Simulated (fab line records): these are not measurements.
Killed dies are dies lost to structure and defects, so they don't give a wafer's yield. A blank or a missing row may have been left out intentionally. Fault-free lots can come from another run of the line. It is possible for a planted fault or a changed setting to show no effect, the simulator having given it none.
Problem report, 8D (eight disciplines) form, completed by code || flow sky130 || the parts of the form that need people (team, actions taken, sign-off) are left out

== 1. THE PROBLEM ==
At SKY_DNWELL_DEHYDRATE_00, heater_power_total_W averages 168.26 W over 9 wafers from 3 lots, while fault-free wafers read 160.38 W, standard deviation 0.13. Relative to the usual mean, that is a shift of +61 standard deviations.
The step: time 60 s.
Seen first at day 4 14:53 on litho_track-03, wafer L426.2. The record holds 42 wafers of 14 lots with a number at this step. Rule for "out" (also "out of limits"): further than 4 standard deviations from the usual mean. The other wafers with a number count as sound.

== 2. WHAT IT IS, WHAT IT ISN'T ==
{"question": "which readings at this step", "is": "heater_power_total_W", "is not": "-"}
{"question": "which lots", "is": "L426, L427, L428", "is not": "L418, L419, L420, L421, L423, L424, L432, L434, L435, L436, L437"}
{"question": "which wafers of those lots", "is": "all that have a number", "is not": "-"}
{"question": "read on which tools", "is": "litho_track-03", "is not": "litho_track-02, litho_track-04"}
{"question": "when", "is": "from day 4 14:53", "is not": "up to then (18 sound wafers); but 15 sound wafers of L432, L434, L435, L436, L437 came after"}

== 3. WHAT RULES OUT EACH SUSPECT ==
Counting: a tool at a process step up to the reading stays a suspect if it ran every lot that is out and no sound lot after the first of them.
- litho_track-03 at SKY_DNWELL_DEHYDRATE_00 (time 60 s): kept. It ran every lot that is out, first L426 (day 4 14:53), and no sound lot after that; its last sound lot up to then is L424 (day 4 05:07). Out on those wafers are its own readings of heater_power_total_W.
Remaining after the count: litho_track-03 at SKY_DNWELL_DEHYDRATE_00.

== 4. THE CAUSE (what the simulator had put in) ==
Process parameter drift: litho_track-03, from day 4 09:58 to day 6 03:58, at SKY_DNWELL_DEHYDRATE_00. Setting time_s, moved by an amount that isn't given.
Only this tool survived the counting.

== 5. SEQUENCE OF EFFECTS, ordered by route ==
One row per reading whose mean, taken over the struck wafers that have a number, lies over 3 standard deviations from the usual. Only readings whose record carries a usual standard deviation are examined. hours: median over the lots of the time between each lot's start at the first step of this table that gives one and its start at this step. sigmas: the change, counted in usual standard deviations.
{"hours": 0, "step": "SKY_DNWELL_DEHYDRATE_00", "reading": "heater_power_total_W", "usual": "160.38 W", "on struck wafers": 168.26, "change": "+7.88", "sigmas": "+61"}
It contains these process steps:
- SKY_DNWELL_DEHYDRATE_00: time 60 s.
At these later measuring or inspecting steps, every struck wafer for which the step has a row has a number for every such reading, and none has moved that far: SKY_NWELL_TW_MEAS_15, SKY_NWELL_TW_MEAS_26.

== 6. HOW IT WOULD HAVE BEEN CAUGHT EARLIER ==
5 hours passed between the start of the fault at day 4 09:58 and the first reading out of limits in this record, taken at day 4 14:53.
